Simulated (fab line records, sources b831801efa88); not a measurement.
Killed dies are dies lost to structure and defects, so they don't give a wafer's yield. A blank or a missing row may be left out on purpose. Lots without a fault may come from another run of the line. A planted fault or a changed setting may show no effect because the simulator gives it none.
fab line records | flow gf180mcu
record lots=5 wafers=23
route steps=602 shown MVPSD@87 VT_IMPLANT@109 DUAL_GATE@147 HV_LDD@180 NSD@237
start_h: hours from the record's first day to the start of the lot's first wafer shown | wait_h: hours since the lot's step before | " the same as in the row above | L1.1+2: a row that stands for several wafers | - no value, or no start given | * or withheld: withheld | < > ~ a bound
route shown NAME@n: a module of which the file shows steps, and the number in the route of the first | usual: mean/standard deviation of fault-free wafers | same: alike in all rows | chamber/n: place in a boat | sites: the reading at each site | _std_site: their standard deviation | _edge_site: outer sites' mean less inner sites' | radius_mm: how far each site lies from the wafer's centre | mask NAME#n: copy n | behind: the tool/chamber that last shaped the wafer | hold: why the lot was held/for how many hours/how that ended | device: the transistor (n, p or np) that didn't switch | end of line: the same wafers' tests at the end of the route | a step without rows: its recipe alone | killed: dies lost to structure and defects at the first sort, not the wafer's yield | map: a wafer's dies, x killed, . not, _ none there
set.NAME: the setting as run; set.NAME@STEP: as run at that earlier step | model.NAME: the simulator's own value behind a step, which no gauge read
lots whose settings were changed on purpose; a table a step, a row a wafer
## steps
# step GF_MVPSD_IMPLANT_09
# recipe species=B energy_kev=40 dose_cm2=5e+12 tilt_deg=0
# columns lot.wafer tool chamber start_h wait_h set.dose_cm2
L074.2+6 implanter-01 0 92.73 0.1 5e+12
L074.3+4+5 " 0 " " 5.373e+12
L075.1+2+3+4+5 implanter-04 0 99.85 0.1 5e+12
L076.2+5+6 implanter-01 0 105.23 0.1 5e+12
L080.1+2 implanter-02 0 145.43 0.1 5e+12
L080.3+4+5 " 0 " " 4.784e+12
L085.1+2+4+5+6 implanter-02 0 164.50 0.1 5e+12
# step GF_MVPSD_STRIP_10
# recipe chemistry=O2/N2 power_w=1400 pressure_mtorr=1500 platen_temp_c=250 o2_flow_sccm=3000 n2_flow_sccm=300 overash_fraction=0.5
# usual strip_time_to_endpoint_s=37.01/0.071
# columns lot.wafer tool chamber start_h wait_h set.spin_rpm@MVPSD_COAT_02 strip_time_to_endpoint_s
L074.2 plasma_asher-02 1 92.86 0.1 2000 37.02
L074.3 " 1 " " 2000 37.10
L074.4 " 0 " " 2000 36.99
L074.5 " 0 " " 2000 37.03
L074.6 " 1 " " 2000 37.01
L075.1 plasma_asher-02 1 100.00 0.1 2000 37.03
L075.2 " 0 " " 2000 37.00
L075.3 " 1 " " 1876 38.13
L075.4 " 0 " " 2000 36.96
L075.5 " 0 " " 1876 38.09
L076.2 plasma_asher-02 1 105.36 0.1 2000 37.02
L076.5 " 0 " " 2000 37.02
L076.6 " 1 " " 2000 36.98
L080.1 plasma_asher-03 1 145.58 0.1 1899 38.08
L080.2 " 0 " " 2000 36.97
L080.3 " 1 " " 2000 36.92
L080.4 " 0 " " 1899 37.90
L080.5 " 0 " " 2000 37.04
L085.1 plasma_asher-02 1 164.65 0.1 2095 36.05
L085.2 " 0 " " 2000 36.82
L085.4 " 1 " " 2000 36.86
L085.5 " 1 " " 2095 36.16
L085.6 " 0 " " 2095 36.14
# step GF_VT_IMPLANT_IMPLANT_19
# recipe species=As energy_kev=100 dose_cm2=4.35e+12 tilt_deg=7
# columns lot.wafer tool chamber start_h wait_h set.dose_cm2
L074.2+4+6 implanter-02 0 119.95 0.0 4.35e+12
L074.3+5 " 0 " " 4.605e+12
L075.1+2 implanter-03 0 129.45 0.0 4.805e+12
L075.3+4+5 " 0 " " 4.35e+12
L076.2+5+6 implanter-02 0 133.90 0.0 4.35e+12
L080.1+2+3+4+5 implanter-02 0 176.83 0.0 4.35e+12
L085.1+2+4+5+6 implanter-02 0 198.03 0.0 4.35e+12
# step GF_VT_IMPLANT_STRIP_20
# recipe chemistry=O2/N2 power_w=1400 pressure_mtorr=1500 platen_temp_c=250 o2_flow_sccm=3000 n2_flow_sccm=300 overash_fraction=0.5
# step GF_VT_IMPLANT_TW_MEAS_21
# usual VT_IMPLANT_2_TW=1218/9.3
# columns lot.wafer tool chamber start_h wait_h set.dose_cm2@VT_IMPLANT_IMPLANT_19 VT_IMPLANT_2_TW
L074.2 film_metro-04 - 120.18 0.1 4.35e+12 1217
L074.3 " - " " 4.605e+12 1233
L074.4 " - " " 4.35e+12 1219
L074.5 " - " " 4.605e+12 1239
L074.6 " - " " 4.35e+12 1219
L075.1 film_metro-01 - 129.70 0.1 4.805e+12 1259
L075.2 " - " " 4.805e+12 1255
L075.3 " - " " 4.35e+12 1222
L075.4 " - " " 4.35e+12 1220
L075.5 " - " " 4.35e+12 1211
L076.2 film_metro-01 - 134.14 0.1 4.35e+12 1222
L076.5 " - " " 4.35e+12 1220
L076.6 " - " " 4.35e+12 1220
L080.1 film_metro-04 - 177.08 0.1 4.35e+12 1224
L080.2 " - " " 4.35e+12 1224
L080.3 " - " " 4.35e+12 1221
L080.4 " - " " 4.35e+12 1229
L080.5 " - " " 4.35e+12 1228
L085.1 film_metro-04 - 198.28 0.1 4.35e+12 1213
L085.2 " - " " 4.35e+12 1217
L085.4 " - " " 4.35e+12 1224
L085.5 " - " " 4.35e+12 1218
L085.6 " - " " 4.35e+12 1228
# step GF_VT_IMPLANT_STRIP_31
# recipe chemistry=O2/N2 power_w=1400 pressure_mtorr=1500 platen_temp_c=250 o2_flow_sccm=3000 n2_flow_sccm=300 overash_fraction=0.5
# usual strip_time_to_endpoint_s=12.65/0.033
# columns lot.wafer tool chamber start_h wait_h set.o2_flow_sccm strip_time_to_endpoint_s
L074.2 plasma_asher-01 1 134.87 0.1 3000 12.64
L074.3 " 0 " " 3000 12.64
L074.4 " 1 " " 3000 12.69
L074.5 " 1 " " 3184 12.62
L074.6 " 0 " " 3184 12.63
L075.1 plasma_asher-04 0 143.68 0.1 3379 12.57
L075.2 " 1 " " 3379 12.56
L075.3 " 1 " " 3000 12.67
L075.4 " 0 " " 3000 12.65
L075.5 " 1 " " 3379 12.57
L076.2 plasma_asher-04 1 149.32 0.1 3000 12.67
L076.5 " 0 " " 3000 12.72
L076.6 " 1 " " 3000 12.66
L080.1 plasma_asher-02 0 193.37 0.1 3000 12.62
L080.2 " 1 " " 3000 12.65
L080.3 " 0 " " 2595 12.74
L080.4 " 1 " " 3000 12.63
L080.5 " 1 " " 2595 12.75
L085.1 plasma_asher-02 0 215.40 0.1 3000 12.59
L085.2 " 1 " " 3000 12.62
L085.4 " 1 " " 3000 12.63
L085.5 " 1 " " 3000 12.58
L085.6 " 0 " " 3000 12.60
# step GF_VT_IMPLANT_SOFTBAKE_36
# recipe temp_c=90 time_s=60 resist=NOVOLAK
# columns lot.wafer tool chamber start_h wait_h set.temp_c
L074.2+6 litho_track-02 0 142.51 0.1 90
L074.3+4+5 " 0 " " 92.14
L075.1+3 litho_track-03 0 151.11 0.1 90
L075.2+4+5 " 0 " " 91.87
L076.2+5+6 litho_track-03 0 157.14 0.1 90
L080.1+2+5 litho_track-03 0 202.21 0.1 91.1
L080.3+4 " 0 " " 90
L085.1+6 litho_track-03 0 224.11 0.1 90
L085.2+4+5 " 0 " " 91.82
# step GF_VT_IMPLANT_EXPOSE_37
# recipe mask_id=Nwell_HV_AREA target_cd_nm=860 na=0.6 source_shape=conventional sigma_outer=0.6 dose_mj=140
# step GF_VT_IMPLANT_PEB_38
# recipe temp_c=withheld time_s=* resist=NOVOLAK
# step GF_VT_IMPLANT_RS_MEAS_49
# recipe thk_meas_gauge=four-point-probe
# usual MVPSD_RS=1160/3.1
# columns lot.wafer tool chamber start_h wait_h set.dose_cm2@MVPSD_IMPLANT_09 MVPSD_RS[ohm/sq]
L074.2 film_metro-04 - 150.31 0.1 5e+12 1157
L074.3 " - " " 5.373e+12 1141
L074.4 " - " " 5.373e+12 1143
L074.5 " - " " 5.373e+12 1143
L074.6 " - " " 5e+12 1161
L075.1 film_metro-03 - 159.99 0.1 5e+12 1162
L075.2 " - " " 5e+12 1164
L075.3 " - " " 5e+12 1163
L075.4 " - " " 5e+12 1162
L075.5 " - " " 5e+12 1164
L076.2 film_metro-03 - 165.85 0.1 5e+12 1154
L076.5 " - " " 5e+12 1156
L076.6 " - " " 5e+12 1156
L080.1 film_metro-04 - 211.86 0.1 5e+12 1163
L080.2 " - " " 5e+12 1164
L080.3 " - " " 4.784e+12 1174
L080.4 " - " " 4.784e+12 1170
L080.5 " - " " 4.784e+12 1171
L085.1 film_metro-03 - 234.44 0.1 5e+12 1157
L085.2 " - " " 5e+12 1157
L085.4 " - " " 5e+12 1159
L085.5 " - " " 5e+12 1154
L085.6 " - " " 5e+12 1156
# step GF_DUAL_GATE_COAT_06
# recipe resist=NOVOLAK spin_rpm=3000 resist_thk_nm=1000
# columns lot.wafer tool chamber start_h wait_h set.resist_thk_nm model.NOVOLAK_of_DUAL_GATE_COAT_06.thk_nm
L074.2 litho_track-02 0 160.11 0.1 1000 999.6
L074.3+5+6 " 0 " " 1000 1001
L074.4 " 0 " " 1000 1004
L075.1 litho_track-04 0 170.04 0.1 947.7 947.5
L075.2 " 0 " " 1000 1002
L075.3 " 0 " " 1000 1001
L075.4 " 0 " " 947.7 945.8
L075.5 " 0 " " 947.7 948.9
L076.2 litho_track-02 0 176.66 0.1 1000 996.3
L076.5 " 0 " " 1000 1000
L076.6 " 0 " " 1000 1001
L080.1 litho_track-04 0 222.29 0.1 946.4 947.5
L080.2 " 0 " " 1000 997.1
L080.3+4 " 0 " " 1000 999.5
L080.5 " 0 " " 946.4 944.7
L085.1 litho_track-04 0 246.54 0.1 1000 998.4
L085.2 " 0 " " 1000 998
L085.4 " 0 " " 1000 999.8
L085.5 " 0 " " 1000 998.6
L085.6 " 0 " " 1000 999.5
# step GF_DUAL_GATE_DEVELOP_10
# recipe develop_time_s=60 dev_temp_c=23
# columns lot.wafer tool chamber start_h wait_h set.dev_temp_c
L074.2+3+5 litho_track-01 0 167.50 0.1 23
L074.4+6 " 0 " " 26.47
L075.1+5 litho_track-01 0 178.07 0.1 23.99
L075.2+3+4 " 0 " " 23
L076.2+5+6 litho_track-04 0 184.72 0.1 23
L080.1+2+3+4+5 litho_track-01 0 231.47 0.1 23
L085.1+2+4 litho_track-04 0 256.19 0.1 25.21
L085.5+6 " 0 " " 23
# step GF_DUAL_GATE_WET_ETCH_12
# recipe chemistry=dHF target_depth_nm=13 dry=n2_spin target=SiO2 temp_c=25 dilution=100:1 time_s=254.1
# step GF_DUAL_GATE_STRIP_13
# recipe chemistry=O2/N2 power_w=1400 pressure_mtorr=1500 platen_temp_c=250 o2_flow_sccm=3000 n2_flow_sccm=300 overash_fraction=0.5
# usual strip_time_to_endpoint_s=12.622/0.026
# columns lot.wafer tool chamber start_h wait_h set.resist_thk_nm@DUAL_GATE_COAT_06 strip_time_to_endpoint_s
L074.2 plasma_asher-03 0 167.74 0.0 1000 12.614
L074.3 " 0 " " 1000 12.651
L074.4 " 1 " " 1000 12.657
L074.5 " 0 " " 1000 12.631
L074.6 " 1 " " 1000 12.639
L075.1 plasma_asher-03 0 178.42 0.0 947.7 12.023
L075.2 " 1 " " 1000 12.660
L075.3 " 0 " " 1000 12.647
L075.4 " 1 " " 947.7 12.016
L075.5 " 1 " " 947.7 12.052
L076.2 plasma_asher-02 1 184.96 0.0 1000 12.572
L076.5 " 1 " " 1000 12.636
L076.6 " 0 " " 1000 12.636
L080.1 plasma_asher-02 1 231.74 0.0 946.4 12.015
L080.2 " 0 " " 1000 12.608
L080.3 " 1 " " 1000 12.631
L080.4 " 0 " " 1000 12.611
L080.5 " 1 " " 946.4 11.969
L085.1 plasma_asher-04 1 256.46 0.0 1000 12.606
L085.2 " 0 " " 1000 12.609
L085.4 " 1 " " 1000 12.627
L085.5 " 0 " " 1000 12.610
L085.6 " 1 " " 1000 12.616
# step GF_HV_LDD_EXPOSE_04
# recipe mask_id=Nplus_LV_AREA target_cd_nm=400 na=0.6 source_shape=conventional sigma_outer=0.6 dose_mj=140
# columns lot.wafer tool chamber start_h wait_h mask set.dose_mj
L074.2+4+6 iline_stepper-01 0 - - Nplus_LV_AREA#0 134.1
L074.3+5 " 0 " " Nplus_LV_AREA#0 140
L075.1+3+5 iline_stepper-01 0 - - Nplus_LV_AREA#0 149.8
L075.2+4 " 0 " " Nplus_LV_AREA#0 140
L076.2+5+6 iline_stepper-01 0 - - Nplus_LV_AREA#0 140
L080.1+2+3+4+5 iline_stepper-01 0 - - Nplus_LV_AREA#0 140
L085.1+2+5 iline_stepper-01 0 - - Nplus_LV_AREA#0 140
L085.4+6 " 0 " " Nplus_LV_AREA#0 149.7
# step GF_HV_LDD_DEVELOP_06
# recipe develop_time_s=60 dev_temp_c=23
# columns lot.wafer tool chamber start_h wait_h set.dev_temp_c
L074.2+4+5 litho_track-01 0 207.50 0.1 23
L074.3+6 " 0 " " 24.46
L075.1+4 litho_track-03 0 216.61 0.1 24.35
L075.2+3+5 " 0 " " 23
L076.2+5+6 litho_track-01 0 225.10 0.1 23
L080.1+2 litho_track-03 0 276.21 0.1 21.09
L080.3+4+5 " 0 " " 23
L085.1+5+6 litho_track-04 0 304.74 0.1 23
L085.2+4 " 0 " " 21.12
# step GF_HV_LDD_CD_MEAS_07
# recipe target_cd_nm=400
# usual cd_nm=399.5/2
# columns lot.wafer tool chamber start_h wait_h set.dose_mj@HV_LDD_EXPOSE_04 set.dev_temp_c@HV_LDD_DEVELOP_06 cd_nm
L074.2 cd_sem-02 - 207.64 0.1 134.1 23 386.6
L074.3 " - " " 140 24.46 392.3
L074.4 " - " " 134.1 23 387.1
L074.5 " - " " 140 23 397.4
L074.6 " - " " 134.1 24.46 380.1
L075.1 cd_sem-02 - 216.76 0.1 149.8 24.35 414.6
L075.2 " - " " 140 23 400.5
L075.3 " - " " 149.8 23 418.9
L075.4 " - " " 140 24.35 395.3
L075.5 " - " " 149.8 23 420.0
L076.2 cd_sem-02 - 225.35 0.2 140 23 399.1
L076.5 " - " " 140 23 401.2
L076.6 " - " " 140 23 399.9
L080.1 cd_sem-02 - 276.36 0.1 140 21.09 407.5
L080.2 " - " " 140 21.09 407.4
L080.3 " - " " 140 23 402.6
L080.4 " - " " 140 23 401.2
L080.5 " - " " 140 23 402.8
L085.1 cd_sem-02 - 304.89 0.1 140 23 398.5
L085.2 " - " " 140 21.12 401.7
L085.4 " - " " 149.7 21.12 422.5
L085.5 " - " " 140 23 395.8
L085.6 " - " " 149.7 23 416.0
# step GF_HV_LDD_IMPLANT_21
# recipe species=BF2 energy_kev=25 dose_cm2=5e+13 tilt_deg=7
# columns lot.wafer tool chamber start_h wait_h set.energy_kev model.implant.rp_nm model.implant.drp_nm
L074.2+3+5 implanter-01 0 225.69 0.0 25 20.52 11.41
L074.4+6 " 0 " " 23.82 19.73 11.03
L075.1+2+3+4+5 implanter-01 0 235.33 0.0 25 21.07 11.41
L076.2+5+6 implanter-02 0 243.52 0.0 25 20.32 11.41
L080.1+4+5 implanter-02 0 296.22 0.0 25 21.09 11.41
L080.2+3 " 0 " " 23.25 19.89 10.84
L085.1+2 implanter-03 0 326.57 0.0 25 20.23 11.41
L085.4+5+6 " 0 " " 23.36 19.16 10.88
# step GF_HV_LDD_COAT_41
# recipe resist=NOVOLAK spin_rpm=3000 resist_thk_nm=1000
# columns lot.wafer tool chamber start_h wait_h set.resist_thk_nm
L074.2+3+4 litho_track-03 0 253.34 0.1 1051
L074.5+6 " 0 " " 1000
L075.1+2+3 litho_track-04 0 263.59 0.1 1040
L075.4+5 " 0 " " 1000
L076.2+5+6 litho_track-01 0 271.44 0.1 1000
L080.1+2+3+4+5 litho_track-01 0 327.72 0.1 1000
L085.1+4+6 litho_track-04 0 358.34 0.1 1060
L085.2+5 " 0 " " 1000
# step GF_HV_LDD_IMPLANT_48
# recipe species=B energy_kev=25 dose_cm2=3e+13 tilt_deg=7
# columns lot.wafer tool chamber start_h wait_h set.energy_kev
L074.2+3+4+5+6 implanter-03 0 263.04 0.0 25
L075.1+3+5 implanter-01 0 273.67 0.0 24.58
L075.2+4 " 0 " " 25
L076.2+5+6 implanter-02 0 281.35 0.0 25
L080.1+2+3+4+5 implanter-03 0 338.57 0.0 25
L085.1+2+4+5+6 implanter-03 0 369.99 0.0 25
# step GF_HV_LDD_STRIP_49
# recipe chemistry=O2/N2 power_w=1400 pressure_mtorr=1500 platen_temp_c=250 o2_flow_sccm=3000 n2_flow_sccm=300 overash_fraction=0.5
# usual strip_time_to_endpoint_s=12.62/0.038
# columns lot.wafer tool chamber start_h wait_h set.resist_thk_nm@HV_LDD_COAT_41 strip_time_to_endpoint_s
L074.2 plasma_asher-03 1 263.17 0.1 1051 13.11
L074.3 " 1 " " 1051 13.07
L074.4 " 0 " " 1051 13.10
L074.5 " 0 " " 1000 12.59
L074.6 " 1 " " 1000 12.58
L075.1 plasma_asher-01 0 273.82 0.1 1040 13.01
L075.2 " 1 " " 1040 13.02
L075.3 " 1 " " 1040 12.99
L075.4 " 0 " " 1000 12.62
L075.5 " 0 " " 1000 12.61
L076.2 plasma_asher-01 1 281.48 0.1 1000 12.62
L076.5 " 1 " " 1000 12.62
L076.6 " 0 " " 1000 12.62
L080.1 plasma_asher-02 1 338.72 0.1 1000 12.61
L080.2 " 0 " " 1000 12.62
L080.3 " 1 " " 1000 12.65
L080.4 " 0 " " 1000 12.61
L080.5 " 1 " " 1000 12.62
L085.1 plasma_asher-01 1 370.14 0.1 1060 13.23
L085.2 " 0 " " 1000 12.61
L085.4 " 0 " " 1060 13.31
L085.5 " 0 " " 1000 12.67
L085.6 " 1 " " 1060 13.29
# step GF_NSD_COAT_02
# recipe resist=NOVOLAK spin_rpm=3000 resist_thk_nm=1000
# columns lot.wafer tool chamber start_h wait_h set.resist_thk_nm model.NOVOLAK_of_NSD_COAT_02.thk_nm
L074.2 litho_track-03 0 275.79 0.1 971.1 971.8
L074.3 " 0 " " 1000 1004
L074.4 " 0 " " 1000 1003
L074.5 " 0 " " 1000 1001
L074.6 " 0 " " 971.1 970.9
L075.1 litho_track-04 0 287.29 0.1 1043 1041
L075.2+4 " 0 " " 1000 1001
L075.3 " 0 " " 1000 999.2
L075.5 " 0 " " 1043 1042
L076.2 litho_track-02 0 294.11 0.1 1000 994.9
L076.5 " 0 " " 1000 994.3
L076.6 " 0 " " 1000 995.1
L080.1 litho_track-02 0 352.28 0.1 1000 1002
L080.2+3 " 0 " " 1000 1001
L080.4 " 0 " " 1000 999.7
L080.5 " 0 " " 1000 998.9
L085.1 litho_track-04 0 383.49 0.1 975.2 975.8
L085.2 " 0 " " 975.2 976.4
L085.4 " 0 " " 1000 1003
L085.5 " 0 " " 975.2 980.2
L085.6 " 0 " " 1000 998.4
# step GF_NSD_DEVELOP_06
# recipe develop_time_s=60 dev_temp_c=23
# columns lot.wafer tool chamber start_h wait_h set.dev_temp_c
L074.2+3+4+5+6 litho_track-03 0 284.84 0.1 23
L075.1+2+5 litho_track-03 0 296.81 0.1 23
L075.3+4 " 0 " " 25.18
L076.2+5+6 litho_track-04 0 303.46 0.1 23
L080.1+2+3 litho_track-04 0 363.49 0.1 23
L080.4+5 " 0 " " 24.3
L085.1+5+6 litho_track-04 0 394.59 0.1 20.23
L085.2+4 " 0 " " 23
# step GF_NSD_CD_MEAS_07
# recipe target_cd_nm=400
# usual cd_nm=399.7/2.1
# columns lot.wafer tool chamber start_h wait_h set.dev_temp_c@NSD_DEVELOP_06 cd_nm
L074.2 cd_sem-01 - 284.98 0.1 23 400.8
L074.3 " - " " 23 398.7
L074.4 " - " " 23 396.3
L074.5 " - " " 23 397.7
L074.6 " - " " 23 399.3
L075.1 cd_sem-01 - 296.96 0.1 23 396.1
L075.2 " - " " 23 397.8
L075.3 " - " " 25.18 392.3
L075.4 " - " " 25.18 392.3
L075.5 " - " " 23 395.8
L076.2 cd_sem-01 - 303.61 0.1 23 402.5
L076.5 " - " " 23 404.4
L076.6 " - " " 23 404.0
L080.1 cd_sem-01 - 363.64 0.1 23 398.4
L080.2 " - " " 23 397.4
L080.3 " - " " 23 399.7
L080.4 " - " " 24.3 393.4
L080.5 " - " " 24.3 392.4
L085.1 cd_sem-01 - 394.74 0.1 20.23 412.3
L085.2 " - " " 23 401.7
L085.4 " - " " 23 398.3
L085.5 " - " " 20.23 410.3
L085.6 " - " " 20.23 410.0
# step GF_NSD_IMPLANT_09
# recipe species=As energy_kev=60 dose_cm2=4e+15 tilt_deg=7
# step GF_NSD_IMPLANT_10
# recipe species=P energy_kev=40 dose_cm2=5e+14 tilt_deg=7
# step GF_NSD_STRIP_11
# recipe chemistry=O2/N2 power_w=1400 pressure_mtorr=1500 platen_temp_c=250 o2_flow_sccm=3000 n2_flow_sccm=300 overash_fraction=0.5
# usual strip_time_to_endpoint_s=22.95/0.033
# columns lot.wafer tool chamber start_h wait_h set.resist_thk_nm@NSD_COAT_02 strip_time_to_endpoint_s
L074.2 plasma_asher-02 0 285.42 0.1 971.1 22.65
L074.3 " 0 " " 1000 23.00
L074.4 " 1 " " 1000 22.98
L074.5 " 0 " " 1000 22.96
L074.6 " 1 " " 971.1 22.65
L075.1 plasma_asher-02 0 297.42 0.1 1043 23.43
L075.2 " 1 " " 1000 22.96
L075.3 " 1 " " 1000 22.95
L075.4 " 0 " " 1000 22.98
L075.5 " 0 " " 1043 23.43
L076.2 plasma_asher-04 1 304.05 0.1 1000 22.88
L076.5 " 1 " " 1000 22.89
L076.6 " 0 " " 1000 22.90
L080.1 plasma_asher-01 1 364.09 0.1 1000 22.94
L080.2 " 0 " " 1000 22.90
L080.3 " 1 " " 1000 22.92
L080.4 " 0 " " 1000 22.92
L080.5 " 0 " " 1000 22.91
L085.1 plasma_asher-04 1 395.19 0.1 975.2 22.71
L085.2 " 0 " " 975.2 22.70
L085.4 " 1 " " 1000 23.02
L085.5 " 1 " " 975.2 22.77
L085.6 " 0 " " 1000 22.94
## key
split step=GF_MVPSD_IMPLANT_09 setting=dose_cm2 stated=5e+12 by=wafer
response step=GF_VT_IMPLANT_RS_MEAS_49 reading=MVPSD_RS change=-2.15 per=1% r=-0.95
split step=GF_VT_IMPLANT_IMPLANT_19 setting=dose_cm2 stated=4.35e+12 by=wafer
response step=GF_VT_IMPLANT_TW_MEAS_21 reading=VT_IMPLANT_2_TW change=+3.57 per=1% r=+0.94
split step=GF_VT_IMPLANT_STRIP_31 setting=o2_flow_sccm stated=3000 by=wafer
response step=GF_VT_IMPLANT_STRIP_31 reading=strip_time_to_endpoint_s change=* per=1% r=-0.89
split step=GF_VT_IMPLANT_SOFTBAKE_36 setting=temp_c stated=90 by=wafer
response none clear
split step=GF_DUAL_GATE_COAT_06 setting=resist_thk_nm stated=1000 by=wafer
response step=GF_DUAL_GATE_COAT_06 reading=model.NOVOLAK_of_DUAL_GATE_COAT_06.thk_nm change=+10 per=1% r=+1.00
response step=GF_DUAL_GATE_STRIP_13 reading=strip_time_to_endpoint_s change=* per=1% r=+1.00
split step=GF_DUAL_GATE_DEVELOP_10 setting=dev_temp_c stated=23 by=wafer
response none clear
split step=GF_HV_LDD_EXPOSE_04 setting=dose_mj stated=140 by=wafer
response step=GF_HV_LDD_CD_MEAS_07 reading=cd_nm change=+2.84 per=1% r=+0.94
split step=GF_HV_LDD_DEVELOP_06 setting=dev_temp_c stated=23 by=wafer
response step=GF_HV_LDD_CD_MEAS_07 reading=cd_nm slope=-0.743 per=1% together_with=dose_mj@HV_LDD_EXPOSE_04 explained=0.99
split step=GF_HV_LDD_IMPLANT_21 setting=energy_kev stated=25 by=wafer
response step=GF_HV_LDD_IMPLANT_21 reading=model.implant.rp_nm change=+0.167 per=1% r=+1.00
response step=GF_HV_LDD_IMPLANT_21 reading=model.implant.drp_nm change=+0.0813 per=1% r=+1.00
split step=GF_HV_LDD_COAT_41 setting=resist_thk_nm stated=1000 by=wafer
response step=GF_HV_LDD_STRIP_49 reading=strip_time_to_endpoint_s change=* per=1% r=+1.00
split step=GF_HV_LDD_IMPLANT_48 setting=energy_kev stated=25 by=wafer
response none clear
split step=GF_NSD_COAT_02 setting=resist_thk_nm stated=1000 by=wafer
response step=GF_NSD_COAT_02 reading=model.NOVOLAK_of_NSD_COAT_02.thk_nm change=+9.78 per=1% r=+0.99
response step=GF_NSD_STRIP_11 reading=strip_time_to_endpoint_s change=* per=1% r=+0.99
split step=GF_NSD_DEVELOP_06 setting=dev_temp_c stated=23 by=wafer
response step=GF_NSD_CD_MEAS_07 reading=cd_nm change=-0.76 per=1% r=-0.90
split outside_this_file step=GF_MVPSD_COAT_02 setting=spin_rpm
# split outside_this_file: this setting was split too, and the file shows its column; the key of that split is in another file
